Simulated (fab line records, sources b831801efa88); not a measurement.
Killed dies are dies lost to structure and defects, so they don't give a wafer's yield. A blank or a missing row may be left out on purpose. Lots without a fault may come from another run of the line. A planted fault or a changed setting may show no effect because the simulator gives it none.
Which tool did it? | flow sky130 | 12 lots, 36 wafers sampled, at 4 steps of a route of 708

WHAT THE GAUGES READ, wafer by wafer
SKY_METAL1_RS_MEAS_05: measures by four-point-probe. Usual: METAL1_ALCU_RS 0.1264 ohm/sq, standard deviation 0.0016.
lot  | measured     | on            | METAL1_ALCU_RS (ohm/sq) | flag
L651 | day 31 16:07 | film_metro-04 | 0.1237 0.1242 0.1235    |
L652 | day 31 20:23 | film_metro-03 | 0.1287 0.1295 0.1270    |
L653 | day 32 01:40 | film_metro-02 | 0.1256 0.1255 0.1245    |
L654 | day 32 10:27 | film_metro-02 | 0.1289 0.1278 0.1274    |
L655 | day 32 23:59 | film_metro-03 | 0.1258 0.1284 0.1247    |
L658 | day 34 00:23 | film_metro-03 | 0.1253 0.1247 0.1239    |
L661 | day 34 23:49 | film_metro-03 | 0.1275 0.1269 0.1295    |
L666 | day 36 08:55 | film_metro-03 | 0.1281 0.1289 0.1271    |
L667 | day 36 20:38 | film_metro-03 | 0.1279 0.1294 0.1302    |
L672 | day 38 05:25 | film_metro-04 | 0.1268 0.1268 0.1260    |
L673 | day 38 14:46 | film_metro-04 | 0.1289 0.1287 0.1275    |
L674 | day 38 22:14 | film_metro-02 | 0.1263 0.1271 0.1265    |

WHICH TOOL RAN EACH LOT (tool, then ch and the chambers of the sampled wafers, then the start)
lot  | SKY_CONTACT_ETCH_16                | SKY_METAL1_SPUTTER_00        | SKY_METAL1_SPUTTER_04
L651 | rie_diel-02 ch 1,2,3, day 31 14:31 | pvd_sputter-03, day 31 15:56 | pvd_sputter-03, day 31 16:01
L652 | rie_diel-03 ch 2,3, day 31 18:20   | pvd_sputter-04, day 31 20:13 | pvd_sputter-04, day 31 20:18
L653 | rie_diel-01 ch 1,3, day 32 00:04   | pvd_sputter-03, day 32 01:30 | pvd_sputter-03, day 32 01:35
L654 | rie_diel-02 ch 0,1,2, day 32 08:31 | pvd_sputter-04, day 32 10:15 | pvd_sputter-04, day 32 10:20
L655 | rie_diel-02 ch 0,2, day 32 22:29   | pvd_sputter-03, day 32 23:51 | pvd_sputter-03, day 32 23:56
L658 | rie_diel-01 ch 0,1,2, day 33 22:47 | pvd_sputter-03, day 34 00:13 | pvd_sputter-03, day 34 00:19
L661 | rie_diel-03 ch 0,1,2, day 34 22:07 | pvd_sputter-04, day 34 23:37 | pvd_sputter-04, day 34 23:42
L666 | rie_diel-03 ch 0,2,3, day 36 07:22 | pvd_sputter-03, day 36 08:46 | pvd_sputter-03, day 36 08:51
L667 | rie_diel-03 ch 0,3, day 36 19:05   | pvd_sputter-02, day 36 20:29 | pvd_sputter-02, day 36 20:35
L672 | rie_diel-03 ch 0,1, day 38 03:52   | pvd_sputter-02, day 38 05:15 | pvd_sputter-02, day 38 05:20
L673 | rie_diel-01 ch 0,1,2, day 38 13:13 | pvd_sputter-02, day 38 14:38 | pvd_sputter-02, day 38 14:43
L674 | rie_diel-02 ch 0,2,3, day 38 20:41 | pvd_sputter-04, day 38 22:04 | pvd_sputter-04, day 38 22:10
- SKY_CONTACT_ETCH_16: etches BARC in N2/H2, stops on SiO2, time 45.9 s, target depth 60 nm.
- SKY_METAL1_SPUTTER_00: material Ti, target thk 15 nm, time 10 s.
- SKY_METAL1_SPUTTER_04: material TiN, target thk 70 nm, time 58.3 s.

WHAT THE TOOLS THEMSELVES READ (means of the sampled wafers that have a number; where no wafer has one, the mark that the record gives instead)
SKY_CONTACT_ETCH_16. Usual: drypump_motor_current_A 5.7 A, standard deviation 0.39; oes_product_au 0.856 a.u., standard deviation 0.0046; throttle_valve_pct 13.224 %, standard deviation 0.0094.
lot  | tool        | drypump_motor_current_A (A) | oes_product_au (a.u.) | throttle_valve_pct (%) | flag
L651 | rie_diel-02 | 5.6                         | 0.859                 | 13.216                 |
L652 | rie_diel-03 | 5.5                         | 0.856                 | 13.230                 |
L653 | rie_diel-01 | 6.2                         | 0.862                 | 13.219                 |
L654 | rie_diel-02 | 5.7                         | 0.855                 | 13.229                 |
L655 | rie_diel-02 | 5.5                         | 0.853                 | 13.215                 |
L658 | rie_diel-01 | 5.7                         | 0.858                 | 13.232                 |
L661 | rie_diel-03 | 5.8                         | 0.858                 | 13.222                 |
L666 | rie_diel-03 | 5.7                         | 0.856                 | 13.228                 |
L667 | rie_diel-03 | 5.8                         | 0.857                 | 13.222                 |
L672 | rie_diel-03 | 6.1                         | 0.854                 | 13.228                 |
L673 | rie_diel-01 | 5.7                         | 0.849                 | 13.228                 |
L674 | rie_diel-02 | 5.5                         | 0.850                 | 13.224                 |

SKY_METAL1_SPUTTER_00. Usual: cathode_dc_power_W 3000.1 W, standard deviation 0.57; chamber_pressure_pa 0.4002 Pa, standard deviation 0.00084; throttle_valve_pct 30.5 %, standard deviation 0.93.
lot  | tool           | cathode_dc_power_W (W) | chamber_pressure_pa (Pa) | throttle_valve_pct (%) | flag
L651 | pvd_sputter-03 | 3000.5                 | 0.4006                   | 31.1                   |
L652 | pvd_sputter-04 | 2999.7                 | 0.4002                   | 30.3                   |
L653 | pvd_sputter-03 | 2999.9                 | 0.4009                   | 30.1                   |
L654 | pvd_sputter-04 | 2999.8                 | 0.4002                   | 30.5                   |
L655 | pvd_sputter-03 | 3000.3                 | 0.3996                   | 30.7                   |
L658 | pvd_sputter-03 | 3000.1                 | 0.4007                   | 30.4                   |
L661 | pvd_sputter-04 | 3000.2                 | 0.3994                   | 30.0                   |
L666 | pvd_sputter-03 | -                      | -                        | -                      | OFF
L667 | pvd_sputter-02 | -                      | -                        | -                      | OFF
L672 | pvd_sputter-02 | 2999.8                 | 0.3992                   | 30.8                   |
L673 | pvd_sputter-02 | 3000.2                 | 0.3999                   | 30.3                   |
L674 | pvd_sputter-04 | 3000.3                 | 0.4006                   | 29.8                   |

SKY_METAL1_SPUTTER_04. Usual: cathode_dc_power_W 6500.1 W, standard deviation 1.2; chamber_pressure_pa 0.4000 Pa, standard deviation 0.00078; throttle_valve_pct 30.5 %, standard deviation 0.9.
lot  | tool           | cathode_dc_power_W (W) | chamber_pressure_pa (Pa) | throttle_valve_pct (%) | flag
L651 | pvd_sputter-03 | 6499.8                 | 0.4002                   | 31.0                   |
L652 | pvd_sputter-04 | 6500.0                 | 0.3997                   | 30.3                   |
L653 | pvd_sputter-03 | 6499.5                 | 0.3997                   | 30.4                   |
L654 | pvd_sputter-04 | 6501.3                 | 0.4013                   | 30.2                   |
L655 | pvd_sputter-03 | 6499.2                 | 0.4002                   | 31.0                   |
L658 | pvd_sputter-03 | 6499.8                 | 0.4000                   | 30.1                   |
L661 | pvd_sputter-04 | 6500.1                 | 0.3995                   | 30.0                   |
L666 | pvd_sputter-03 | 6500.3                 | 0.3995                   | 30.5                   |
L667 | pvd_sputter-02 | 6499.7                 | 0.4001                   | 30.3                   |
L672 | pvd_sputter-02 | 6499.5                 | 0.4002                   | 30.6                   |
L673 | pvd_sputter-02 | 6500.4                 | 0.4000                   | 30.3                   |
L674 | pvd_sputter-04 | 6500.3                 | 0.4001                   | 29.9                   |

THE ANSWER, worked out from the rows above alone
Rule: a lot is off if the mean of its wafers that have a number lies more than 3 standard deviations from the usual mean. A lot without any number at a reading at which 4 lots or more have one is off too. The other lots that the step has rows for count as sound. The gauges are gone through in route order, then the tools' own readings, and for those a lot's mean is taken as printed above. The first step at which some lot is off is used, and at that step the reading that is off furthest; a lot without a number counts as furthest.
Off: L666, L667, at SKY_METAL1_SPUTTER_00 (cathode_dc_power_W). Without a number there: L666, L667.
A tool fits if, at that step or a process step before it, it ran every lot that is off, and no sound lot after the first of them. None of those tried fits.

WHAT THE SIMULATOR HAD PUT IN
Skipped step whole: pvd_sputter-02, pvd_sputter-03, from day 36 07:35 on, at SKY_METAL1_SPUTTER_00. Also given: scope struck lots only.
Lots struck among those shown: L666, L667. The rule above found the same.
